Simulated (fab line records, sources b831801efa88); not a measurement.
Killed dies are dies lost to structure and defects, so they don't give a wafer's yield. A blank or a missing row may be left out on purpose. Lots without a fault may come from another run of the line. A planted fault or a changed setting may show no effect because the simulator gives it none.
Tool commonality check | flow sky130 | 12 lots, 36 wafers sampled

WHY IT WAS OPENED
At SKY_RES_XHIGH_TW_MEAS_09 the reading RES_XHIGH_TW is flagged on 2 of 12 lots. Wafers without a fault read 1654, standard deviation 15.
Rule: a lot is flagged when every wafer of it that has a number lies more than 4 standard deviations from that mean, or none has a number. The other lots count as sound.

lot  | measured     | on            | RES_XHIGH_TW, wafer by wafer | flag
L566 | day 26 05:16 | film_metro-01 | 1639 1636 1649               |
L568 | day 27 01:41 | film_metro-01 | 1640 1639 1636               |
L569 | day 28 20:31 | film_metro-01 | 1639 1636 1637               |
L570 | day 29 12:31 | film_metro-02 | 1936 1925 1926               | FLAGGED
L572 | day 29 15:08 | film_metro-04 | 1953 1947 1956               | FLAGGED
L573 | day 29 23:47 | film_metro-04 | 1675 1673 1672               |
L581 | day 31 22:28 | film_metro-01 | 1650 1650 1641               |
L582 | day 32 04:43 | film_metro-02 | 1660 1661 1664               |
L583 | day 32 08:56 | film_metro-02 | 1651 1653 1652               |
L584 | day 32 16:01 | film_metro-04 | 1680 1669 1672               |
L586 | day 33 12:49 | film_metro-01 | 1646 1641 1652               |
L589 | day 34 06:40 | film_metro-01 | 1635 1633 1629               |
The numbers of the flagged lots are 1940 on average: +286 against the usual, or +19 standard deviations.

WHICH TOOL RAN EACH LOT
The record holds 1 process step before the reading, out of a route of 708 steps. In each cell: the tool, then ch and the chambers that the sampled wafers went through, then the start.
lot  | flag    | SKY_LDD_LDN_COAT_02
L566 |         | litho_track-02 ch 0, day 21 16:36
L568 |         | litho_track-02 ch 0, day 22 13:34
L569 |         | litho_track-04 ch 0, day 24 11:11
L570 | FLAGGED | litho_track-04, day 25 04:06
L572 | FLAGGED | litho_track-03, day 25 07:22
L573 |         | litho_track-04 ch 0, day 25 16:38
L581 |         | litho_track-03 ch 0, day 27 17:10
L582 |         | litho_track-02 ch 0, day 27 22:02
L583 |         | litho_track-04 ch 0, day 28 03:44
L584 |         | litho_track-02 ch 0, day 28 11:32
L586 |         | litho_track-04 ch 0, day 29 09:38
L589 |         | litho_track-03 ch 0, day 30 04:28
What these steps do:
- SKY_LDD_LDN_COAT_02: resist thk 1140 nm.
- SKY_RES_XHIGH_TW_MEAS_09

FLAGGED OVER TOTAL, TOOL BY TOOL (the gauges that took the reading come last)
step                     | tool           | lots run | flagged | share of the flagged lots | sound lots run after its first flagged lot
SKY_LDD_LDN_COAT_02      | litho_track-02 | 4        | 0       | none                      | -
SKY_LDD_LDN_COAT_02      | litho_track-03 | 3        | 1       | some                      | 2 (L581,L589)
SKY_LDD_LDN_COAT_02      | litho_track-04 | 5        | 1       | some                      | 3 (L573,L583,L586)
SKY_RES_XHIGH_TW_MEAS_09 | film_metro-01  | 6        | 0       | none                      | -
SKY_RES_XHIGH_TW_MEAS_09 | film_metro-02  | 3        | 1       | some                      | 2 (L582,L583)
SKY_RES_XHIGH_TW_MEAS_09 | film_metro-04  | 3        | 1       | some                      | 2 (L573,L584)

WHAT THE TABLE ALLOWS
No row of the table ran every flagged lot.

WHAT THE SIMULATOR HAD PUT IN
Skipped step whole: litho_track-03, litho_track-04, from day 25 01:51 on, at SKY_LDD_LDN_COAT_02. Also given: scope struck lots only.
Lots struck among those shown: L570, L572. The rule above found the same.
